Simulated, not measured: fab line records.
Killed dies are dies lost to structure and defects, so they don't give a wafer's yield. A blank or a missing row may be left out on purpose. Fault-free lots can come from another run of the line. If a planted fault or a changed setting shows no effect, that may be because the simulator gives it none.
Comparing a struck lot with a sound one ; flow sky130 ; 13 out of 708 route steps
Sound: wafers L706.2, L706.4, L706.6. Struck: wafers L699.2, L699.3, L699.4. The cause is named last.
At each step with rows: each side's tool, then ch and its chambers, then its first start. Under that, the readings that differ: sound wafers ; struck wafers ; difference of the means ; sigmas: that difference in standard deviations of wafers without a fault.
alike: a reading whose means differ by less than 2 such deviations, as well as words and numbers matching on both sides. not compared: withheld readings; readings where some wafer has no value; bounds like >300 that might hide an equal value; numbers whose values overlap and for which the record gives no deviation.
Wherever a step has rows on one side only, a row that says differs or no value, or a row with sigmas, the two part there. Numbers that don't overlap but have no deviation are shown without sigmas and don't part them. A reading that every wafer of one side lacks parts them only if that side has two wafers or more.

SKY_FIELD_ISO_BOW_MEAS_00:
  sound: film_metro-03 at day 4 13:01; struck: film_metro-03 at day 3 02:01
  alike: INCOMING_BOW
then, 1 step without rows for these wafers: SKY_FIELD_ISO_OXIDATION_01 (stabilise 600 s, purge 300 s, target thk 12 nm).
SKY_FIELD_ISO_THK_MEAS_02:
  sound: film_metro-03 at day 4 16:58; struck: film_metro-03 at day 3 03:38
  alike: FIELD_ISO_OXIDATION_00_THK
then, 1 step without rows for these wafers: SKY_FIELD_ISO_CVD_03 (deposits Si3N4 from DCS/NH3, target thk 165 nm, time 2830 s).
SKY_FIELD_ISO_THK_MEAS_04:
  sound: film_metro-02 at day 4 19:56; struck: film_metro-03 at day 3 06:00
  alike: FIELD_ISO_CVD_03_THK
then, 6 steps without rows for these wafers: SKY_FIELD_ISO_DEHYDRATE_05 (time 60 s); SKY_FIELD_ISO_HMDS_06 (prime time 60 s); SKY_FIELD_ISO_COAT_07 (resist thk 60 nm); SKY_FIELD_ISO_COAT_08 (resist thk 450 nm); SKY_FIELD_ISO_SOFTBAKE_09 (time 90 s); SKY_FIELD_ISO_EXPOSE_10 (exposes mask FOM, target cd 150 nm).
SKY_FIELD_ISO_PEB_11:
  struck on litho_track-01, day 3 21:00; sound on litho_track-01 ch 0, day 5 13:00
reading;sound;struck;difference;sigmas
exhaust_pa (Pa);44.9 44.9 46.0;- - -;no value on the struck wafers;
  not compared: chill_plate_temp_C
then, 1 step without rows for these wafers: SKY_FIELD_ISO_DEVELOP_12 (develop time 60 s).

WHERE THEY PART
Only at SKY_FIELD_ISO_PEB_11, within this record.

WHY: whatever the simulator had introduced
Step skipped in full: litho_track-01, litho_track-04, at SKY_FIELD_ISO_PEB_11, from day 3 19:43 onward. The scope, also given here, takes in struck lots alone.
